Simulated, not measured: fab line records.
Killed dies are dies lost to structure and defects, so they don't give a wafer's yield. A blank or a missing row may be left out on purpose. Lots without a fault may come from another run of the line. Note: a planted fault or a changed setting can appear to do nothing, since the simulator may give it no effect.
Split-lot study || flow gf180mcu || 5 lots, 23 wafers read, on a route of 602 steps

== ON THE SPLIT ==
At GF_TOP_METAL_SPUTTER_01 (material TiN, target thk 30 nm, time 25 s), the setting timeS was moved away from the recipe's 25 s on 6 of the 23 wafers read, by -4.2% to +10.6%. For the rest of the wafers, this setting stayed at what the recipe calls for.

The reading is taken at the split's own step.

== THE READING ==
TiN_of_TOP_METAL_SPUTTER_01.thkNm (the simulator's own value, which no gauge read), in nm, at GF_TOP_METAL_SPUTTER_01 (material TiN, target thk 30 nm, time 25 s). No usual value for it is given in the file. Average 30.12 nm, standard deviation 0.38 nm, over the 17 wafers here run with the recipe.

{"wafer": "L075.2", "tool, chamber at the split": "pvdSputter-04, -", "timeS as run, s": 25, "against the recipe": "recipe", "TiN_of_TOP_METAL_SPUTTER_01.thkNm, nm": 30.07, "against lot-mates on the recipe": "-"}
{"wafer": "L075.3", "tool, chamber at the split": "pvdSputter-04, -", "timeS as run, s": 25, "against the recipe": "recipe", "TiN_of_TOP_METAL_SPUTTER_01.thkNm, nm": 30.43, "against lot-mates on the recipe": "-"}
{"wafer": "L075.4", "tool, chamber at the split": "pvdSputter-04, -", "timeS as run, s": 25, "against the recipe": "recipe", "TiN_of_TOP_METAL_SPUTTER_01.thkNm, nm": 30.37, "against lot-mates on the recipe": "-"}
{"wafer": "L077.1", "tool, chamber at the split": "pvdSputter-01, -", "timeS as run, s": 25, "against the recipe": "recipe", "TiN_of_TOP_METAL_SPUTTER_01.thkNm, nm": 29.98, "against lot-mates on the recipe": "-"}
{"wafer": "L077.2", "tool, chamber at the split": "pvdSputter-01, -", "timeS as run, s": 27.66, "against the recipe": "+10.6%", "TiN_of_TOP_METAL_SPUTTER_01.thkNm, nm": 33.3, "against lot-mates on the recipe": "+3.19"}
{"wafer": "L077.3", "tool, chamber at the split": "pvdSputter-01, -", "timeS as run, s": 27.66, "against the recipe": "+10.6%", "TiN_of_TOP_METAL_SPUTTER_01.thkNm, nm": 33.2, "against lot-mates on the recipe": "+3.09"}
{"wafer": "L077.4", "tool, chamber at the split": "pvdSputter-01, -", "timeS as run, s": 25, "against the recipe": "recipe", "TiN_of_TOP_METAL_SPUTTER_01.thkNm, nm": 30.24, "against lot-mates on the recipe": "-"}
{"wafer": "L077.6", "tool, chamber at the split": "pvdSputter-01, -", "timeS as run, s": 27.66, "against the recipe": "+10.6%", "TiN_of_TOP_METAL_SPUTTER_01.thkNm, nm": 33.24, "against lot-mates on the recipe": "+3.13"}
{"wafer": "L080.2", "tool, chamber at the split": "pvdSputter-01, -", "timeS as run, s": 25, "against the recipe": "recipe", "TiN_of_TOP_METAL_SPUTTER_01.thkNm, nm": 29.8, "against lot-mates on the recipe": "-"}
{"wafer": "L080.3", "tool, chamber at the split": "pvdSputter-01, -", "timeS as run, s": 25, "against the recipe": "recipe", "TiN_of_TOP_METAL_SPUTTER_01.thkNm, nm": 29.63, "against lot-mates on the recipe": "-"}
{"wafer": "L080.4", "tool, chamber at the split": "pvdSputter-01, -", "timeS as run, s": 25, "against the recipe": "recipe", "TiN_of_TOP_METAL_SPUTTER_01.thkNm, nm": 29.73, "against lot-mates on the recipe": "-"}
{"wafer": "L080.5", "tool, chamber at the split": "pvdSputter-01, -", "timeS as run, s": 25, "against the recipe": "recipe", "TiN_of_TOP_METAL_SPUTTER_01.thkNm, nm": 29.45, "against lot-mates on the recipe": "-"}
{"wafer": "L080.6", "tool, chamber at the split": "pvdSputter-01, -", "timeS as run, s": 25, "against the recipe": "recipe", "TiN_of_TOP_METAL_SPUTTER_01.thkNm, nm": 29.59, "against lot-mates on the recipe": "-"}
{"wafer": "L081.1", "tool, chamber at the split": "pvdSputter-01, -", "timeS as run, s": 25, "against the recipe": "recipe", "TiN_of_TOP_METAL_SPUTTER_01.thkNm, nm": 30.53, "against lot-mates on the recipe": "-"}
{"wafer": "L081.2", "tool, chamber at the split": "pvdSputter-01, -", "timeS as run, s": 23.95, "against the recipe": "-4.2%", "TiN_of_TOP_METAL_SPUTTER_01.thkNm, nm": 29.39, "against lot-mates on the recipe": -1.25}
{"wafer": "L081.3", "tool, chamber at the split": "pvdSputter-01, -", "timeS as run, s": 23.95, "against the recipe": "-4.2%", "TiN_of_TOP_METAL_SPUTTER_01.thkNm, nm": 29.57, "against lot-mates on the recipe": -1.07}
{"wafer": "L081.5", "tool, chamber at the split": "pvdSputter-01, -", "timeS as run, s": 25, "against the recipe": "recipe", "TiN_of_TOP_METAL_SPUTTER_01.thkNm, nm": 30.75, "against lot-mates on the recipe": "-"}
{"wafer": "L081.6", "tool, chamber at the split": "pvdSputter-01, -", "timeS as run, s": 23.95, "against the recipe": "-4.2%", "TiN_of_TOP_METAL_SPUTTER_01.thkNm, nm": 29.17, "against lot-mates on the recipe": -1.47}
{"wafer": "L082.2", "tool, chamber at the split": "pvdSputter-03, -", "timeS as run, s": 25, "against the recipe": "recipe", "TiN_of_TOP_METAL_SPUTTER_01.thkNm, nm": 30.26, "against lot-mates on the recipe": "-"}
{"wafer": "L082.3", "tool, chamber at the split": "pvdSputter-03, -", "timeS as run, s": 25, "against the recipe": "recipe", "TiN_of_TOP_METAL_SPUTTER_01.thkNm, nm": 30.11, "against lot-mates on the recipe": "-"}
{"wafer": "L082.4", "tool, chamber at the split": "pvdSputter-03, -", "timeS as run, s": 25, "against the recipe": "recipe", "TiN_of_TOP_METAL_SPUTTER_01.thkNm, nm": 30.7, "against lot-mates on the recipe": "-"}
{"wafer": "L082.5", "tool, chamber at the split": "pvdSputter-03, -", "timeS as run, s": 25, "against the recipe": "recipe", "TiN_of_TOP_METAL_SPUTTER_01.thkNm, nm": 30.37, "against lot-mates on the recipe": "-"}
{"wafer": "L082.6", "tool, chamber at the split": "pvdSputter-03, -", "timeS as run, s": 25, "against the recipe": "recipe", "TiN_of_TOP_METAL_SPUTTER_01.thkNm, nm": 30.1, "against lot-mates on the recipe": "-"}

FIT RESULTS
A straight line over all 23 wafers: TiN_of_TOP_METAL_SPUTTER_01.thkNm changes by +0.274 nm for each +1% of timeS; r = +0.95; the points scatter about the line by 0.38 nm.
The same after taking each lot's own level away (the mean of its wafers on the recipe; 23 wafers): +0.296 nm for each +1%; r = +0.99; scatter 0.16 nm.
That fit puts the effect of the largest move of timeS on the reading at 3.1 nm.
Across the lots, their own levels run from 29.640 to 30.640 nm, a range of 2.7 times the standard deviation given above.
So the lot-to-lot level changes the slope little: the two slopes agree.
Check: for one of the wafers moved furthest among these (+10.6%), held out of the fit, the line's prediction against its lot-mates is +3.12 nm. It came out at +3.19 nm against them.

== FURTHER SPLITS ON THESE WAFERS ==
These wafers also went through other splits before the reading. Each is held against what the fit with the lots' levels taken away leaves over:
{"other split on the same wafers": "GF_M5_METAL_ETCH_10 timeS", "wafers away from the commonest value": 10, "r with TiN_of_TOP_METAL_SPUTTER_01.thkNm (lot level and that fit taken away)": "+0.18"}
{"other split on the same wafers": "GF_V5_CVD_00 sih4FlowSccm", "wafers away from the commonest value": 9, "r with TiN_of_TOP_METAL_SPUTTER_01.thkNm (lot level and that fit taken away)": "+0.29"}
{"other split on the same wafers": "GF_V5_EXPOSE_11 doseMj", "wafers away from the commonest value": 9, "r with TiN_of_TOP_METAL_SPUTTER_01.thkNm (lot level and that fit taken away)": "+0.20"}
{"other split on the same wafers": "GF_V5_ETCH_16 pressureMtorr", "wafers away from the commonest value": 15, "r with TiN_of_TOP_METAL_SPUTTER_01.thkNm (lot level and that fit taken away)": "+0.03"}

== THE FILE'S OWN FIT ==
TiN_of_TOP_METAL_SPUTTER_01.thkNm changes by +0.295 nm for each +1% of timeS, r = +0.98.
